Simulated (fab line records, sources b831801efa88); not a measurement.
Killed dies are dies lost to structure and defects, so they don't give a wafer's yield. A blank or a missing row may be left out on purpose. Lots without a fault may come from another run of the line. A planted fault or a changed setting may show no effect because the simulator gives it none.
fab line records | flow sky130
record lots=6 wafers=18 last_day=50
route steps=708 shown LOCAL_INTERCONNECT@404 CONTACT@406 PAD_OPEN@708
lots that met no fault: from a run of the same line without faults
start_h: hours from the record's first day to the start of the lot's first wafer shown | wait_h: hours since the lot's step before | " the same as in the row above | L1.1+2: a row that stands for several wafers | - no value, or no start given | * or withheld: withheld | < > ~ a bound
route shown NAME@n: a module of which the file shows steps, and the number in the route of the first | usual: mean/standard deviation of fault-free wafers | same: alike in all rows | chamber/n: place in a boat | sites: the reading at each site | _std_site: their standard deviation | _edge_site: outer sites' mean less inner sites' | radius_mm: how far each site lies from the wafer's centre | mask NAME#n: copy n | behind: the tool/chamber that last shaped the wafer | hold: why the lot was held/for how many hours/how that ended | device: the transistor (n, p or np) that didn't switch | end of line: the same wafers' tests at the end of the route | a step without rows: its recipe alone | killed: dies lost to structure and defects at the first sort, not the wafer's yield | map: a wafer's dies, x killed, . not, _ none there
set.NAME: the setting as run; set.NAME@STEP: as run at that earlier step | model.NAME: the simulator's own value behind a step, which no gauge read
lots at some steps of the route; a table a step, a row a wafer
services: from which hour (start_h, from the record's first day; less than 0 if before it) a tool's chamber was out of use, for how many hours, and why
## steps
# step SKY_LOCAL_INTERCONNECT_CLEAN_17
# recipe chemistry=IPA time_s=180 temp_c=25
# step SKY_LOCAL_INTERCONNECT_CLEAN_18
# recipe chemistry=O3/DIW dry=n2_spin
# step SKY_CONTACT_CVD_00
# recipe material=Si3N4 target_thk_nm=75 temp_c=400 time_s=withheld rf_w=450
# usual heater_power_w=738/100
# columns lot.wafer tool chamber start_h wait_h heater_power_w
L833.1 pecvd-04 1 745.04 0.0 716
L833.2 " 0 " " 905
L833.5 " 0 " " 889
L834.3 pecvd-02 0 757.21 0.0 825
L834.5 " 2 " " 628
L834.6 " 1 " " 802
L845.1 pecvd-04 0 838.98 0.0 914
L845.2 " 2 " " 790
L845.4 " 2 " " 800
L846.3 pecvd-01 0 839.93 0.0 682
L846.4 " 2 " " 603
L846.5 " 1 " " 732
L851.2 pecvd-02 2 882.46 0.0 559
L851.3 " 0 " " 842
L851.5 " 1 " " 874
L852.3 pecvd-02 1 884.92 0.0 864
L852.5 " 1 " " 888
L852.6 " 0 " " 769
# step SKY_CONTACT_THK_MEAS_01
# recipe reads=Si3N4_of_CONTACT_CVD_00
# usual CONTACT_CVD_00_THK=75.1/0.97
# columns lot.wafer tool chamber start_h wait_h CONTACT_CVD_00_THK[nm]
L833.1 film_metro-02 - 745.07 - 74.9
L833.2 " - " " 74.2
L833.5 " - " " 75.8
L834.3 film_metro-03 - 757.26 - 74.2
L834.5 " - " " 75.2
L834.6 " - " " 74.5
L845.1 film_metro-04 - 839.02 - 74.5
L845.2 " - " " 74.5
L845.4 " - " " 75.7
L846.3 film_metro-03 - 839.99 - 75.0
L846.4 " - " " 76.8
L846.5 " - " " 75.4
L851.2 film_metro-03 - 882.50 - 73.3
L851.3 " - " " 73.6
L851.5 " - " " 76.3
L852.3 film_metro-04 - 884.97 - 73.9
L852.5 " - " " 75.4
L852.6 " - " " 74.9
# step SKY_CONTACT_HDPCVD_02
# recipe material=SiO2 target_thk_nm=565 sigma_open_frac=0.3 time_s=94.2 temp_c=600 sih4_flow_sccm=60 pressure_mtorr=6
# step SKY_CONTACT_THK_MEAS_03
# recipe reads=SiO2_of_CONTACT_HDPCVD_02
# usual CONTACT_HDPCVD_THK=566/6.5
# columns lot.wafer tool chamber start_h wait_h CONTACT_HDPCVD_THK[nm]
L833.1 film_metro-04 - 745.20 0.0 561
L833.2 " - " " 560
L833.5 " - " " 563
L834.3 film_metro-02 - 757.39 0.1 565
L834.5 " - " " 572
L834.6 " - " " 570
L845.1 film_metro-02 - 839.15 0.0 569
L845.2 " - " " 571
L845.4 " - " " 564
L846.3 film_metro-04 - 840.12 0.1 557
L846.4 " - " " 559
L846.5 " - " " 562
L851.2 film_metro-02 - 882.63 0.0 567
L851.3 " - " " 563
L851.5 " - " " 559
L852.3 film_metro-04 - 885.10 0.1 556
L852.5 " - " " 561
L852.6 " - " " 564
# step SKY_CONTACT_CMP_04
# recipe material=SiO2 down_force_psi=4 platen_rpm=60 pad_velocity_m_s=0.94248
# usual motor_current_A=12.5/1.4 retaining_ring_pressure_frac=1.001/0.0051 time_to_endpoint_s=85/4.3
# columns lot.wafer tool chamber start_h wait_h motor_current_A retaining_ring_pressure_frac time_to_endpoint_s
L833.2 cmp-02 3 745.31 0.1 11.4 1.000 87
L833.1 " 0 " " 13.9 1.004 87
L833.5 " 2 " " 11.4 0.999 87
L834.3 cmp-02 1 757.58 0.2 11.9 1.010 82
L834.5 " 2 " " 11.4 0.997 90
L834.6 " 3 " " 11.5 1.009 86
L845.2 cmp-01 1 839.26 0.1 11.1 1.001 89
L845.1 " 2 " " 13.2 0.994 88
L845.4 " 3 " " 14.3 1.003 85
L846.4 cmp-02 1 840.21 0.1 11.8 1.000 78
L846.3 " 2 " " 12.0 0.998 80
L846.5 " 0 " " 14.6 1.004 82
L851.2 cmp-01 2 882.68 0.0 13.5 1.000 85
L851.3 " 0 " " 11.7 1.006 82
L851.5 " 2 " " 13.0 1.004 81
L852.3 cmp-01 3 885.29 0.2 15.0 0.991 73
L852.6 " 0 " " 11.7 1.007 83
L852.5 " 1 " " 11.8 1.007 79
# step SKY_CONTACT_BOW_MEAS_05
# recipe mode=bow
# usual CONTACT_BOW=83/7.1
# columns lot.wafer tool chamber start_h wait_h CONTACT_BOW[um]
L833.1 film_metro-02 - 745.56 0.1 87
L833.2 " - " " 73
L833.5 " - " " 78
L834.3 film_metro-03 - 757.77 0.1 82
L834.5 " - " " 73
L834.6 " - " " 73
L845.1 film_metro-03 - 839.51 0.1 91
L845.2 " - " " 83
L845.4 " - " " 83
L846.3 film_metro-02 - 840.50 0.2 79
L846.4 " - " " 91
L846.5 " - " " 76
L851.2 film_metro-04 - 883.00 0.3 73
L851.3 " - " " 91
L851.5 " - " " 86
L852.3 film_metro-04 - 885.48 0.1 81
L852.5 " - " " 76
L852.6 " - " " 82
# step SKY_CONTACT_DEHYDRATE_06
# recipe temp_c=200 time_s=60
# step SKY_CONTACT_HMDS_07
# recipe prime_time_s=60 prime_temp_c=120
# step SKY_CONTACT_COAT_08
# recipe resist=BARC temp_c=withheld time_s=withheld spin_rpm=3000 resist_thk_nm=60
# step SKY_CONTACT_COAT_09
# recipe resist=KrF-thick spin_rpm=3000 resist_thk_nm=450
# step SKY_CONTACT_SOFTBAKE_10
# recipe temp_c=100 time_s=90 resist=KrF-thick
# usual heater_power_total_W=57.37/0.12 plate_temp_C=99.98/0.14
# columns lot.wafer tool chamber start_h wait_h heater_power_total_W plate_temp_C
L833.1 litho_track-01 0 759 - 57.29 99.83
L833.2 " 0 " " 57.43 99.76
L833.5 " 0 " " 57.53 99.86
L834.3 litho_track-04 0 771 - 57.29 99.96
L834.5 " 0 " " 57.21 99.79
L834.6 " 0 " " 57.48 100.05
L845.1 litho_track-03 0 852 - 59.62 102.86
L845.2 " 0 " " 59.44 102.83
L845.4 " 0 " " 59.29 102.90
L846.3 litho_track-03 0 853 - 59.64 102.61
L846.4 " 0 " " 59.40 102.68
L846.5 " 0 " " 59.50 102.47
L851.2 litho_track-01 0 896 - 57.11 100.06
L851.3 " 0 " " 57.32 100.03
L851.5 " 0 " " 57.42 99.84
L852.3 litho_track-04 0 899 - 57.44 99.99
L852.5 " 0 " " 57.25 99.97
L852.6 " 0 " " 57.44 99.90
# step SKY_CONTACT_EXPOSE_11
# recipe mask_id=CTM1 na=0.8 source_shape=annular sigma_inner=0.55 sigma_outer=0.85 target_cd_nm=170 dose_mj=38
# step SKY_PAD_OPEN_PROBE_99
# usual killed_at_M0_to_M3=43/6.7 killed_at_M4_up=3.2/1.9 killed_at_contacts=24/5.9 killed_at_front_end=15/4.1 killed_at_other=0.3/0.56 killed_dies=86/9.5 killed_open=47/7.4 killed_short=39/5.5
# same gross_dies=492 killed_at_back_side=0
# columns lot.wafer tool chamber start_h wait_h killed_at_M0_to_M3 killed_at_M4_up killed_at_contacts killed_at_front_end killed_at_other killed_dies killed_open killed_short
L833.1 prober-01 - 1103.03 0.1 37 4 29 22 0 92 59 33
L833.2 prober-01 - 1103.08 0.1 44 1 26 14 2 87 40 47
L833.5 prober-01 - 1103.23 0.2 47 5 22 10 0 84 46 38
L834.3 prober-02 - 1117.67 0.2 52 1 27 14 2 96 55 41
L834.5 prober-02 - 1117.77 0.2 39 4 25 12 0 80 37 43
L834.6 prober-02 - 1117.82 0.2 49 2 24 16 0 91 52 39
L845.1 prober-01 - 1170.68 0.1 42 4 15 20 1 82 45 37
L845.2 prober-01 - 1170.73 0.1 60 2 21 13 2 98 52 46
L845.4 prober-01 - 1170.83 0.2 49 0 22 18 1 90 49 41
L846.3 prober-02 - 1171.78 0.2 48 1 12 11 0 72 40 32
L846.4 prober-02 - 1171.83 0.2 42 3 21 20 0 86 48 38
L846.5 prober-02 - 1171.88 0.2 46 2 12 14 1 75 40 35
# killed by level:class
L833.1 CONTACT:geometric_particle:open=13 VIA1:geometric_particle:open=9 VIA3:geometric_particle:open=8 FIELD_ISO:geometric_particle:open=7 LI_CONTACT:geometric_particle:open=7 CONTACT:geometric_particle:short=7 METAL1:geometric_particle:short=7 POLY_GATE:geometric_particle:open=5
L833.2 VIA1:geometric_particle:open=13 CONTACT:geometric_particle:short=9 CONTACT:geometric_particle:open=7 LI_CONTACT:geometric_particle:open=6 METAL1:geometric_particle:short=5 METAL2:geometric_particle:short=5 VIA3:geometric_particle:short=5 VIA3:geometric_particle:open=5
L833.5 VIA1:geometric_particle:open=10 CONTACT:geometric_particle:open=9 VIA3:geometric_particle:open=8 LI_CONTACT:geometric_particle:open=7 VIA3:geometric_particle:short=7 METAL4:geometric_particle:short=5 VIA1:geometric_particle:short=4 METAL2:geometric_particle:short=4
L834.3 VIA1:geometric_particle:open=14 CONTACT:geometric_particle:open=12 VIA2:geometric_particle:open=7 LI_CONTACT:geometric_particle:open=6 METAL1:geometric_particle:short=6 CONTACT:geometric_particle:short=5 METAL2:geometric_particle:short=5 VIA1:geometric_particle:short=4
L834.5 CONTACT:geometric_particle:short=8 METAL2:geometric_particle:short=8 VIA2:geometric_particle:open=7 VIA1:geometric_particle:open=7 LI_CONTACT:geometric_particle:open=6 LOCAL_INTERCONNECT:geometric_particle:short=5 CONTACT:geometric_particle:open=5 VIA3:geometric_particle:open=5
L834.6 CONTACT:geometric_particle:open=11 VIA1:geometric_particle:open=10 VIA3:geometric_particle:open=9 METAL1:geometric_particle:short=8 FIELD_ISO:geometric_particle:short=5 LOCAL_INTERCONNECT:geometric_particle:short=5 VIA1:geometric_particle:short=5 VIA2:geometric_particle:open=5
L845.1 VIA1:geometric_particle:open=12 POLY_GATE:geometric_particle:short=7 VIA2:geometric_particle:open=7 CONTACT:geometric_particle:open=6 METAL1:geometric_particle:short=5 CONTACT:geometric_particle:short=5 POLY_GATE:geometric_particle:open=4 VIA1:geometric_particle:short=4
L845.2 VIA1:geometric_particle:open=11 LI_CONTACT:geometric_particle:open=9 VIA3:geometric_particle:open=9 METAL3:geometric_particle:short=9 METAL1:geometric_particle:short=7 VIA2:geometric_particle:open=6 CONTACT:geometric_particle:open=5 VIA1:geometric_particle:short=5
L845.4 VIA2:geometric_particle:open=9 CONTACT:geometric_particle:open=9 POLY_GATE:geometric_particle:short=7 LI_CONTACT:geometric_particle:open=6 METAL1:geometric_particle:short=6 METAL2:geometric_particle:short=6 VIA3:geometric_particle:open=5 VIA1:geometric_particle:open=5
L846.3 VIA1:geometric_particle:open=10 VIA2:geometric_particle:open=9 LI_CONTACT:geometric_particle:open=7 VIA3:geometric_particle:open=6 METAL2:geometric_particle:short=5 METAL3:geometric_particle:short=5 VIA1:geometric_particle:short=4 POLY_GATE:geometric_particle:open=3
L846.4 VIA1:geometric_particle:open=11 CONTACT:geometric_particle:short=8 FIELD_ISO:geometric_particle:short=7 VIA3:geometric_particle:open=6 CONTACT:geometric_particle:open=6 VIA2:geometric_particle:open=6 METAL1:geometric_particle:short=5 POLY_GATE:geometric_particle:short=4
L846.5 VIA2:geometric_particle:open=13 VIA1:geometric_particle:open=8 VIA1:geometric_particle:short=6 LI_CONTACT:geometric_particle:open=4 METAL2:geometric_particle:short=4 FIELD_ISO:geometric_particle:short=3 FIELD_ISO:geometric_particle:open=3 POLY_GATE:geometric_particle:short=3
## services
# columns tool chamber start_h hours kind
cmp-01 - 739.81 4.4 repair
cmp-01 - 744.21 5.0 pm
pecvd-02 2 747.10 2.1 scheduled_down
cmp-01 - 749.21 4.0 pm
pecvd-02 - 749.86 1.8 repair
pecvd-01 - 752.05 0.7 repair
cmp-01 - 753.21 - consumable_replace:conditioner
cmp-01 - 753.21 - consumable_replace:pad
pecvd-02 - 758.96 0.8 repair
cmp-01 - 759.58 3.8 repair
pecvd-02 1 789.50 4.8 repair
pecvd-02 0 795.74 8.1 repair
pecvd-02 1 818.12 - clean
pecvd-02 1 818.12 - consumable_replace:showerhead
pecvd-02 1 818.12 29.0 scheduled_down
cmp-01 - 823.34 2.7 repair
pecvd-02 - 828.88 6.0 pm
pecvd-04 2 829.03 4.1 repair
pecvd-04 - 829.52 6.0 pm
cmp-01 - 836.44 1.8 repair
cmp-01 - 836.74 0.4 repair
cmp-02 - 856.57 5.7 pm
pecvd-04 - 864.44 7.0 repair
pecvd-02 - 887.06 0.8 pm
## key
first_sign step=SKY_CONTACT_SOFTBAKE_10 reading=plate_temp_C direction=up sigmas=20 usual=* struck=*
effect step=SKY_CONTACT_SOFTBAKE_10 reading=heater_power_total_W direction=up sigmas=18 usual=* struck=*
met_at SKY_CONTACT_SOFTBAKE_10
struck_wafers L845.1,L845.2,L845.4,L846.3,L846.4,L846.5
tester_left_out L845,L846
fault kind=process_parameter_drift tool=litho_track-03 chamber=- onset_h=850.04 steps=SKY_CONTACT_SOFTBAKE_10 channel=temp_c offset=* shape=step end_h=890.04 acts_in=* stated=*
# tester_left_out: of these lots the tester's yield and bins aren't shown, on N5 and GAA mostly nor the transistor test; their killed dies are dies lost to structure and defects alone, not to doping, threshold or leakage, so they don't give the yield
